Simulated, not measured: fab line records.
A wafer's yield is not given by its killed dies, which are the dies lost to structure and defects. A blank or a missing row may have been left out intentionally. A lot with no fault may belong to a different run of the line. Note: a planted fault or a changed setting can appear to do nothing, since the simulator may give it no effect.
What tool caused it?	flow sky130	24 lots, 72 wafers sampled, at 6 steps of a route of 708

== WHAT EACH GAUGE READ, for each wafer ==
SKY_LI_CONTACT_OVL_MEAS_13. Usual: LI_CONTACT_OVL gives 0 nm (standard deviation 5.3).
lot	measured	on	LI_CONTACT_OVL (nm)	flag
L074	day 30 14:18	overlay-01	3 -2 1	
L075	day 30 17:08	overlay-01	-3 0 -8	
L077	day 31 04:18	overlay-01	2 -7 -5	
L076	day 31 07:45	overlay-02	2 3 -2	
L078	day 31 13:24	overlay-02	-1 2 1	
L079	day 32 00:32	overlay-02	9 0 6	
L080	day 32 10:18	overlay-02	4 8 7	
L081	day 32 15:52	overlay-01	-1 4 5	
L082	day 32 20:38	overlay-01	-5 -6 -2	
L083	day 33 07:51	overlay-02	-5 -3 -3	
L084	day 33 17:27	overlay-02	-5 -8 -10	
L085	day 34 00:56	overlay-01	0 1 -3	
L086	day 34 13:34	overlay-01	-4 -1 -5	
L087	day 34 20:27	overlay-02	-3 -5 0	
L088	day 35 03:11	overlay-01	-2 4 6	
L089	day 35 06:30	overlay-02	-1 -5 -6	
L090	day 35 10:10	overlay-01	-7 -5 -3	
L091	day 35 15:35	overlay-02	10 4 -1	
L092	day 36 03:14	overlay-02	12 8 11	
L093	day 36 06:57	overlay-01	2 6 9	
L094	day 36 10:48	overlay-01	0 0 -4	
L096	day 36 22:20	overlay-01	-7 -5 2	
L095	day 37 02:59	overlay-02	0 0 -5	
L097	day 37 06:33	overlay-02	11 3 4	

SKY_LOCAL_INTERCONNECT_THK_MEAS_02: measures by xrf. Usual: LOCAL_INTERCONNECT_TIN_THK gives 99.8 nm (standard deviation 1.2).
lot	measured	on	LOCAL_INTERCONNECT_TIN_THK (nm)	flag
L074	day 30 15:41	filmMetro-02	98.8 99.7 101.3	
L075	day 30 18:32	filmMetro-01	102.2 99.5 100.8	
L077	day 31 05:41	filmMetro-04	99.0 99.9 98.2	
L076	day 31 11:15	filmMetro-02	100.7 98.2 98.6	
L078	day 31 14:47	filmMetro-04	100.5 100.1 100.6	
L079	day 32 02:06	filmMetro-04	99.2 99.4 100.4	
L080	day 32 11:42	filmMetro-04	101.1 100.8 100.6	
L081	day 32 17:29	filmMetro-02	99.4 99.0 97.9	
L082	day 32 22:13	filmMetro-02	98.1 99.0 97.5	
L083	day 33 09:22	filmMetro-01	103.1 101.9 102.3	
L084	day 33 18:52	filmMetro-04	98.4 98.8 98.3	
L085	day 34 02:20	filmMetro-02	99.7 99.8 100.3	
L086	day 34 14:58	filmMetro-01	100.3 100.4 100.9	
L087	day 34 21:58	filmMetro-04	101.2 101.7 101.7	
L088	day 35 04:35	filmMetro-01	101.5 101.7 100.0	
L089	day 35 08:02	filmMetro-01	101.0 100.4 100.2	
L090	day 35 11:34	filmMetro-04	101.5 101.4 101.2	
L091	day 35 17:12	filmMetro-04	100.2 100.1 99.2	
L092	day 36 04:44	filmMetro-04	99.6 100.2 99.1	
L093	day 36 08:46	filmMetro-01	98.9 99.2 101.0	
L094	day 36 12:11	filmMetro-04	99.0 98.7 99.2	
L096	day 36 23:44	filmMetro-04	98.4 100.8 99.2	
L095	day 37 04:23	filmMetro-02	98.7 98.4 97.9	
L097	day 37 07:57	filmMetro-04	100.0 99.9 98.8	

SKY_METAL1_OVL_MEAS_16. Usual: METAL1_OVL gives -1 nm (standard deviation 6.7).
lot	measured	on	METAL1_OVL (nm)	flag
L074	day 34 06:18	overlay-01	-5 -5 -5	
L075	day 34 08:18	overlay-01	-5 -7 -7	
L077	day 34 20:48	overlay-02	12 -1 12	
L076	day 35 01:25	overlay-01	7 12 10	
L078	day 35 05:33	overlay-02	-5 -10 -16	
L079	day 35 14:42	overlay-01	-2 -3 -6	
L080	day 36 01:16	overlay-01	-9 0 -9	
L081	day 36 06:18	overlay-01	0 1 5	
L082	day 36 10:57	overlay-02	-6 -1 1	
L083	day 36 21:33	overlay-01	6 4 0	
L084	day 37 05:30	overlay-02	-3 7 -5	
L085	day 37 13:10	overlay-01	17 11 10	
L086	day 38 02:43	overlay-02	9 -4 -3	
L087	day 38 08:08	overlay-01	-1 -9 1	
L088	day 38 16:24	overlay-01	-1 1 -6	
L089	day 38 20:17	overlay-02	-6 -8 5	
L090	day 38 21:13	overlay-01	-9 -12 -12	
L091	day 39 03:21	overlay-02	6 -7 -8	
L092	day 39 14:03	overlay-01	1 -3 -5	
L093	day 39 18:15	overlay-02	1 5 -1	
L094	day 39 21:45	overlay-01	-17 -16 -7	
L096	day 40 07:11	overlay-01	3 -1 3	
L095	day 40 12:05	overlay-01	1 0 0	
L097	day 40 17:03	overlay-02	2 3 3	

SKY_CAP2M_RS_MEAS_03: a four-point-probe measurement. Usual: CAP2M_TIN_RS gives 6.88 ohm/sq (standard deviation 0.076).
lot	measured	on	CAP2M_TIN_RS (ohm/sq)	flag
L074	day 41 05:02	filmMetro-02	6.81 6.78 6.83	
L075	day 41 07:26	filmMetro-02	6.85 6.95 6.88	
L077	day 41 18:23	filmMetro-01	6.92 6.75 6.79	
L076	day 41 21:55	filmMetro-01	6.91 6.95 6.95	
L078	day 42 02:07	filmMetro-04	6.94 7.03 6.99	
L079	day 42 10:19	filmMetro-01	6.91 6.87 6.94	
L080	day 42 19:38	filmMetro-02	6.96 6.91 6.89	
L081	day 42 22:44	filmMetro-02	6.95 6.85 6.98	
L082	day 43 02:35	filmMetro-02	6.95 6.95 6.90	
L083	day 43 11:56	filmMetro-01	6.95 6.87 6.88	
L084	day 43 17:14	filmMetro-01	7.01 7.01 7.10	
L085	day 43 23:19	filmMetro-01	6.84 6.89 6.89	
L086	day 44 08:53	filmMetro-02	6.85 6.85 6.92	
L087	day 44 14:02	filmMetro-04	6.92 6.89 6.93	
L088	day 44 20:34	filmMetro-04	6.98 6.99 6.92	
L089	day 45 02:15	filmMetro-01	6.93 7.01 6.98	
L090	day 45 03:14	filmMetro-02	6.92 6.83 6.86	
L091	day 45 06:26	filmMetro-04	6.81 6.77 6.75	
L092	day 45 16:26	filmMetro-04	6.81 6.86 6.85	
L093	day 45 22:17	filmMetro-01	6.85 6.90 6.90	
L094	day 45 23:57	filmMetro-04	6.81 6.78 6.84	
L096	day 46 06:25	filmMetro-04	6.81 6.81 6.79	
L095	day 46 11:14	filmMetro-04	6.79 6.78 6.77	
L097	day 46 14:14	filmMetro-04	6.76 6.78 6.80	

== TOOL THAT RAN EACH LOT (tool first, then ch and the chambers of the sampled wafers, then the start) ==
lot	SKY_LI_CONTACT_SPUTTER_19	SKY_METAL2_SPUTTER_01
L074	pvdSputter-04, day 30 14:45	pvdSputter-03, day 35 12:14
L075	pvdSputter-04, day 30 17:35	pvdSputter-03, day 35 13:52
L077	pvdSputter-01, day 31 04:46	pvdSputter-02, day 36 02:17
L076	pvdSputter-01, day 31 08:12	pvdSputter-02, day 36 07:15
L078	pvdSputter-04, day 31 13:52	pvdSputter-03, day 36 11:18
L079	pvdSputter-02, day 32 01:01	pvdSputter-04, day 36 20:33
L080	pvdSputter-01, day 32 10:45	pvdSputter-03, day 37 06:47
L081	pvdSputter-01, day 32 16:19	pvdSputter-04, day 37 12:00
L082	pvdSputter-04, day 32 21:06	pvdSputter-04, day 37 16:45
L083	pvdSputter-01, day 33 08:19	pvdSputter-02, day 38 03:53
L084	pvdSputter-01, day 33 17:54	pvdSputter-02, day 38 10:31
L085	pvdSputter-01, day 34 01:24	pvdSputter-04, day 38 18:32
L086	pvdSputter-01, day 34 14:00	pvdSputter-03, day 39 08:00
L087	pvdSputter-01, day 34 20:55	pvdSputter-03, day 39 13:38
L088	pvdSputter-01, day 35 03:39	pvdSputter-04, day 39 21:27
L089	pvdSputter-04, day 35 06:58	pvdSputter-03, day 40 01:10
L090	pvdSputter-01, day 35 10:38	pvdSputter-02, day 40 02:19
L091	pvdSputter-04, day 35 16:07	pvdSputter-04, day 40 07:37
L092	pvdSputter-04, day 36 03:42	pvdSputter-03, day 40 18:01
L093	pvdSputter-04, day 36 07:26	pvdSputter-03, day 40 22:50
L094	pvdSputter-02, day 36 11:15	pvdSputter-03, day 41 01:14
L096	pvdSputter-02, day 36 22:48	pvdSputter-02, day 41 10:27
L095	pvdSputter-04, day 37 03:27	pvdSputter-03, day 41 16:11
L097	pvdSputter-02, day 37 07:02	pvdSputter-04, day 41 20:31
- SKY_LI_CONTACT_SPUTTER_19: material Ti, target thk 20 nm, time 106.37 s.
- SKY_METAL2_SPUTTER_01: material TiN, target thk 20 nm, time 16.7 s.

== AS READ BY THE TOOLS THEMSELVES (means over the sampled wafers that have a number; for cases with no such wafer, the mark the record gives instead) ==
SKY_LI_CONTACT_SPUTTER_19. Usual: 30.0 % for throttleValvePct, sd 0.94.
lot	tool	throttleValvePct (%)	flag
L074	pvdSputter-04	30.2	
L075	pvdSputter-04	30.9	
L077	pvdSputter-01	29.8	
L076	pvdSputter-01	30.6	
L078	pvdSputter-04	30.3	
L079	pvdSputter-02	30.5	
L080	pvdSputter-01	29.6	
L081	pvdSputter-01	29.4	
L082	pvdSputter-04	30.8	
L083	pvdSputter-01	29.6	
L084	pvdSputter-01	30.1	
L085	pvdSputter-01	29.2	
L086	pvdSputter-01	29.9	
L087	pvdSputter-01	30.3	
L088	pvdSputter-01	30.2	
L089	pvdSputter-04	30.5	
L090	pvdSputter-01	29.2	
L091	pvdSputter-04	30.5	
L092	pvdSputter-04	30.4	
L093	pvdSputter-04	30.4	
L094	pvdSputter-02	29.8	
L096	pvdSputter-02	30.2	
L095	pvdSputter-04	30.0	
L097	pvdSputter-02	29.9	

SKY_METAL2_SPUTTER_01. Usual: 30.1 % for throttleValvePct, sd 0.71.
lot	tool	throttleValvePct (%)	flag
L074	pvdSputter-03	29.8	
L075	pvdSputter-03	29.8	
L077	pvdSputter-02	30.3	
L076	pvdSputter-02	30.3	
L078	pvdSputter-03	30.2	
L079	pvdSputter-04	30.5	
L080	pvdSputter-03	30.1	
L081	pvdSputter-04	30.2	
L082	pvdSputter-04	30.1	
L083	pvdSputter-02	29.7	
L084	pvdSputter-02	29.7	
L085	pvdSputter-04	30.3	
L086	pvdSputter-03	29.9	
L087	pvdSputter-03	30.3	
L088	pvdSputter-04	30.1	
L089	pvdSputter-03	30.1	
L090	pvdSputter-02	30.2	
L091	pvdSputter-04	29.9	
L092	pvdSputter-03	29.5	
L093	pvdSputter-03	29.9	
L094	pvdSputter-03	29.8	
L096	pvdSputter-02	30.0	
L095	pvdSputter-03	30.1	
L097	pvdSputter-04	30.8	

== THE ANSWER, worked out from the rows above alone ==
Rule: a lot is off if the mean of its wafers that have a number lies more than 3 standard deviations from the usual mean. Also off: a lot with no number at a reading for which 4 or more lots have one. Where the step has rows for the other lots, those lots are counted as sound. First the gauges in route order, then the tools' own readings, where a lot's mean is used as printed above. At the first step where some lot is off, the reading lying furthest off is the one used; lots without a number count as furthest.
Across all readings shown, no lot is off: no conclusion can be drawn from this.

== WHAT WAS PUT IN BY THE SIMULATOR ==
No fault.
